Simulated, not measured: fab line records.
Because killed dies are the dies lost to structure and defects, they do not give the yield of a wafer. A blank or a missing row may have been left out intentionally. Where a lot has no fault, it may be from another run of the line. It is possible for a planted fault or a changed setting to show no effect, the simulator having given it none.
Comparing a struck lot with a sound one | flow sfqLine | 14 out of 325 route steps
Sound: wafers L322.1, L322.2, L322.5. Struck: wafer L325.1 (L325.3, L325.4, from the same lot, were not struck and are left out); the cause is given at the end.
At each step with rows: each side's tool, then ch and its chambers, then its first start. Under that, the readings that differ: sound wafers | struck wafers | difference of the means | sigmas: that difference in standard deviations of wafers without a fault.
alike: a reading whose means differ by less than 2 such deviations, as well as words and numbers matching on both sides. not compared: withheld readings; readings where some wafer has no value; bounds like >300 that might hide an equal value; numbers whose values overlap and for which the record gives no deviation.
Wherever a step has rows on one side only, a row that says differs or no value, or a row with sigmas, the two part there. Numbers that don't overlap but have no deviation are shown without sigmas and don't part them. A reading missing from all wafers of one side parts the sides only when that side holds two or more wafers.

first, 6 steps without rows for these wafers: SFQ_TRILAYER_M7_LITHO_COAT_182 (resist thk 62 nm); SFQ_TRILAYER_M7_LITHO_COAT_177 (resist thk 600 nm); SFQ_TRILAYER_M7_LITHO_SOFTBAKE_181; SFQ_TRILAYER_M7_LITHO_EXPOSE_178 (exposes mask M7, target cd 500 nm); SFQ_TRILAYER_M7_LITHO_PEB_180 (peb time 60 s); SFQ_TRILAYER_M7_LITHO_DEVELOP_179 (time 60 s).
SFQ_M7_OVL_MEAS_945:
  struck on overlay-01, day 81 03:43; sound on overlay-02, day 80 04:48
  alike: M7_OVL
SFQ_TRILAYER_M7_BARC_OPEN_METAL_ETCH_229: etches BARC in O2, target depth 125 nm, time 41.7 s.
  sound on rieMetal-02 ch 0,1, day 80 04:50; struck on rieMetal-04 ch 0, day 81 03:46
reading                  | sound       | struck | difference | sigmas
drypumpMotorCurrentA (A) | 6.3 5.4 6.3 | 5.0    | -1.0       | -2
  alike: heBacksideLeakSccm, oesProductAu
  not compared: rfHoursCounterH
SFQ_TRILAYER_M7_ETCH_METAL_ETCH_180: etches Nb in Cl2/Ar, stops on SiO2, target depth 240 nm, time 120 s.
  sound on rieMetal-02 ch 0,1, day 80 04:53; struck on rieMetal-04 ch 0, day 81 03:49
  alike: drypumpMotorCurrentA, heBacksideLeakSccm, oesProductAu
  not compared: rfHoursCounterH
SFQ_TRILAYER_M7_STRIP_STRIP_181: strips in O2.
  sound on rieMetal-02 ch 0,1, day 80 05:01; struck on rieMetal-04 ch 0, day 81 03:56
  alike: drypumpMotorCurrentA, heBacksideLeakSccm, oesProductAu
  not compared: rfHoursCounterH
then, 1 step without rows for these wafers: SFQ_TRILAYER_M7_STRIP_SOLV_CLEAN_182 (cleans in NMP, time 600 s).
SFQ_TRILAYER_I7_DEP_PECVD_183: deposits SiO2 from SiH4/N2O, time 111.11 s, target thk 500 nm.
  sound on pecvd-03 ch 1,2, day 80 05:47; struck on pecvd-03 ch 2, day 81 04:43
  alike: heaterPowerW, throttleValvePct
SFQ_TRILAYER_I7_CMP_CMP_184: polishes SiO2.
  sound on cmp-01 ch 0,2,3, day 80 08:46; struck on cmp-01 ch 0, day 81 05:30
reading             | sound       | struck | difference | sigmas
timeToEndpointS (s) | 217 206 225 | 114    | -102       | -16
  alike: motorCurrentA, slurryFlowMlMin
SFQ_I7_BOW_MEAS_946:
  struck on filmMetro-02, day 81 08:30; sound on filmMetro-04, day 80 11:16
  alike: I7_BOW

== WHERE THEY PART ==
Last at SFQ_TRILAYER_I7_CMP_CMP_184 as far as this record goes, first at SFQ_TRILAYER_M7_BARC_OPEN_METAL_ETCH_229. Later steps at which nothing parts them and some readings are alike: SFQ_I7_BOW_MEAS_946.

WHY: what the simulator had put in
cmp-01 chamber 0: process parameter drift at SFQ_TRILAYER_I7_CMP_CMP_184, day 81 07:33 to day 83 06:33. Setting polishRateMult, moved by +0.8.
